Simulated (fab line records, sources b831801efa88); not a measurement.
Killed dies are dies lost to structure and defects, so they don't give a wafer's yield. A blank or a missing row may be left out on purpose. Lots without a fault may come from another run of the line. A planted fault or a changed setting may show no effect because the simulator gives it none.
Which tool did it? | flow sky130 | 15 lots, 45 wafers sampled, at 5 steps of a route of 708

WHAT THE GAUGES READ, wafer by wafer
SKY_SONOS_TUNNEL_CD_MEAS_07: target cd 410 nm.
lot  | measured     | on        | cd_nm (nm)
L685 | day 11 07:53 | cd_sem-02 | 411.3 411.3 411.8
L686 | day 11 16:05 | cd_sem-01 | 406.6 406.7 408.8
L687 | day 12 09:02 | cd_sem-01 | 404.0 403.1 404.8
L688 | day 12 14:14 | cd_sem-01 | 408.6 411.7 409.2
L689 | day 12 17:29 | cd_sem-01 | 413.0 411.0 412.6
L690 | day 13 02:40 | cd_sem-01 | 407.3 408.8 405.2
L691 | day 13 08:22 | cd_sem-01 | 409.4 410.2 408.4
L692 | day 13 18:11 | cd_sem-01 | 408.6 408.8 407.4
L693 | day 14 04:10 | cd_sem-02 | 409.8 406.7 408.2
L694 | day 14 10:13 | cd_sem-01 | 411.1 410.0 411.0
L695 | day 14 18:25 | cd_sem-01 | 412.0 407.1 410.6
L698 | day 15 17:23 | cd_sem-02 | 407.8 409.6 411.2
L706 | day 17 23:57 | cd_sem-02 | 407.9 409.9 407.9
L705 | day 18 04:01 | cd_sem-01 | 409.9 408.5 407.7
L707 | day 18 10:43 | cd_sem-01 | 411.4 408.9 410.8

SKY_SONOS_TUNNEL_TW_MEAS_12.
lot  | measured     | on            | SONOS_TUNNEL_TW
L685 | day 11 08:26 | film_metro-04 | 196.4 195.2 195.9
L686 | day 11 16:39 | film_metro-04 | 196.0 196.2 195.5
L687 | day 12 09:36 | film_metro-02 | 195.7 196.3 195.0
L688 | day 12 14:58 | film_metro-01 | 200.1 198.8 199.3
L689 | day 12 18:08 | film_metro-04 | 196.3 195.5 195.7
L690 | day 13 03:14 | film_metro-02 | 195.2 194.3 194.2
L691 | day 13 08:55 | film_metro-01 | 200.3 199.3 199.1
L692 | day 13 18:48 | film_metro-01 | 199.5 199.8 198.9
L693 | day 14 04:44 | film_metro-04 | 196.7 195.3 195.1
L694 | day 14 10:46 | film_metro-04 | 195.5 195.4 195.3
L695 | day 14 18:58 | film_metro-01 | 199.6 198.5 198.3
L698 | day 15 17:57 | film_metro-04 | 196.1 195.7 195.2
L706 | day 18 00:31 | film_metro-01 | 30.5 30.4 30.5
L705 | day 18 04:35 | film_metro-01 | 30.6 30.3 30.5
L707 | day 18 11:15 | film_metro-04 | 29.6 29.7 29.6

SKY_SONOS_ONO_CD_MEAS_13: target cd 410 nm.
lot  | measured     | on        | cd_nm (nm)
L685 | day 12 13:29 | cd_sem-01 | 413.7 411.3 411.6
L686 | day 12 21:54 | cd_sem-01 | 402.0 402.3 403.9
L687 | day 13 16:41 | cd_sem-01 | 409.9 413.1 409.6
L688 | day 13 22:07 | cd_sem-01 | 406.6 405.2 405.9
L689 | day 14 04:46 | cd_sem-01 | 409.9 410.6 409.6
L690 | day 14 09:55 | cd_sem-02 | 411.9 413.3 410.5
L691 | day 14 15:19 | cd_sem-02 | 408.4 407.1 410.7
L692 | day 15 00:49 | cd_sem-01 | 413.8 413.3 413.0
L693 | day 15 14:23 | cd_sem-01 | 408.5 406.6 408.3
L694 | day 15 21:49 | cd_sem-01 | 411.7 412.8 412.0
L695 | day 16 07:34 | cd_sem-02 | 408.9 407.2 409.0
L698 | day 17 04:44 | cd_sem-02 | 411.8 408.9 410.4

WHICH TOOL RAN EACH LOT (tool, then ch and the chambers of the sampled wafers, then the start)
lot  | SKY_VT_ADJUST_HVTR_STRIP_10          | SKY_SONOS_TUNNEL_IMPLANT_09
L685 | plasma_asher-04 ch 0,1, day 9 11:01  | implanter-01 ch 0, day 11 08:02
L686 | plasma_asher-01 ch 0,1, day 9 18:55  | implanter-01 ch 0, day 11 16:14
L687 | plasma_asher-04 ch 0,1, day 10 10:17 | implanter-01 ch 0, day 12 09:12
L688 | plasma_asher-01 ch 0,1, day 10 14:58 | implanter-01 ch 0, day 12 14:23
L689 | plasma_asher-02 ch 0,1, day 10 17:56 | implanter-01 ch 0, day 12 17:38
L690 | plasma_asher-02 ch 0,1, day 11 02:20 | implanter-01 ch 0, day 13 02:49
L691 | plasma_asher-01 ch 0,1, day 11 08:16 | implanter-01 ch 0, day 13 08:31
L692 | plasma_asher-04 ch 0,1, day 11 16:13 | implanter-01 ch 0, day 13 18:20
L693 | plasma_asher-04 ch 0,1, day 12 00:47 | implanter-03 ch 0, day 14 04:20
L694 | plasma_asher-04 ch 0,1, day 12 07:48 | implanter-01 ch 0, day 14 10:23
L695 | plasma_asher-02 ch 0,1, day 12 15:01 | implanter-03 ch 0, day 14 18:34
L698 | plasma_asher-02 ch 0,1, day 13 12:08 | implanter-03 ch 0, day 15 17:32
L706 | plasma_asher-02 ch 0,1, day 15 15:58 | implanter-03, day 18 00:07
L705 | plasma_asher-02 ch 0,1, day 15 18:43 | implanter-02, day 18 04:10
L707 | plasma_asher-04 ch 0,1, day 16 00:55 | implanter-03, day 18 10:52
- SKY_VT_ADJUST_HVTR_STRIP_10: strips in O2/N2.
- SKY_SONOS_TUNNEL_IMPLANT_09

WHAT THE TOOLS THEMSELVES READ (means of the sampled wafers that have a number; where no wafer has one, the mark that the record gives instead)
SKY_VT_ADJUST_HVTR_STRIP_10.
lot  | tool            | drypump_motor_current_A (A) | oes_product_au (a.u.) | strip_time_to_endpoint_s (s)
L685 | plasma_asher-04 | 5.75                        | 0.717                 | 14.18
L686 | plasma_asher-01 | 5.49                        | 0.716                 | 14.17
L687 | plasma_asher-04 | 5.76                        | 0.711                 | 14.08
L688 | plasma_asher-01 | 5.50                        | 0.716                 | 14.12
L689 | plasma_asher-02 | 5.42                        | 0.713                 | 14.10
L690 | plasma_asher-02 | 5.60                        | 0.718                 | 14.09
L691 | plasma_asher-01 | 5.54                        | 0.718                 | 14.10
L692 | plasma_asher-04 | 5.86                        | 0.718                 | 14.07
L693 | plasma_asher-04 | 5.86                        | 0.714                 | 14.13
L694 | plasma_asher-04 | 5.75                        | 0.714                 | 14.08
L695 | plasma_asher-02 | 5.40                        | 0.722                 | 14.04
L698 | plasma_asher-02 | 5.43                        | 0.712                 | 14.02
L706 | plasma_asher-02 | 5.41                        | 0.717                 | 14.11
L705 | plasma_asher-02 | 5.59                        | 0.716                 | 14.17
L707 | plasma_asher-04 | 5.86                        | 0.716                 | 14.10

SKY_SONOS_TUNNEL_IMPLANT_09.
lot  | tool         | beam_energy_keV | beam_on_s (s)
L685 | implanter-01 | 19.995          | 9.87
L686 | implanter-01 | 20.001          | 10.12
L687 | implanter-01 | 20.002          | 10.06
L688 | implanter-01 | 19.998          | 10.19
L689 | implanter-01 | 19.996          | 10.13
L690 | implanter-01 | 20.008          | 9.89
L691 | implanter-01 | 19.994          | 10.23
L692 | implanter-01 | 20.001          | 9.93
L693 | implanter-03 | 20.001          | 9.97
L694 | implanter-01 | 19.990          | 10.17
L695 | implanter-03 | 20.002          | 10.04
L698 | implanter-03 | 20.003          | 10.10
L706 | implanter-03 | -               | -
L705 | implanter-02 | -               | -
L707 | implanter-03 | -               | -

THE ANSWER, worked out from the rows above alone
Rule: what is usual is taken from the lots themselves. Put in order of their means at a reading, lots are off if they are a third of the lots or fewer, leave a main group of 4 or more, and stand apart from it by a gap of 3 or more times the standard deviation of the main group's means; of several such gaps the widest counts. A main group whose means are all the same, to the digits that the tables above print for the reading, isn't used. A lot without any number at a reading at which 4 lots or more have one is off too. The other lots that the step has rows for count as sound. The gauges are gone through in route order, then the tools' own readings, and for those a lot's mean is taken as printed above. The first step at which some lot is off is used, and at that step the reading that is off furthest; a lot without a number counts as furthest.
Off: L706, L705, L707, at SKY_SONOS_TUNNEL_TW_MEAS_12 (SONOS_TUNNEL_TW). The main group: mean 196.8, standard deviation 1.8.
A tool fits if, at a process step before that reading, it ran every lot that is off, and no sound lot after the first of them. The gauges at SKY_SONOS_TUNNEL_TW_MEAS_12 aren't tried: what is off there is off at SKY_SONOS_TUNNEL_IMPLANT_09 too, on other tools, and a gauge's error can't cause that. None of those tried fits.

WHAT THE SIMULATOR HAD PUT IN
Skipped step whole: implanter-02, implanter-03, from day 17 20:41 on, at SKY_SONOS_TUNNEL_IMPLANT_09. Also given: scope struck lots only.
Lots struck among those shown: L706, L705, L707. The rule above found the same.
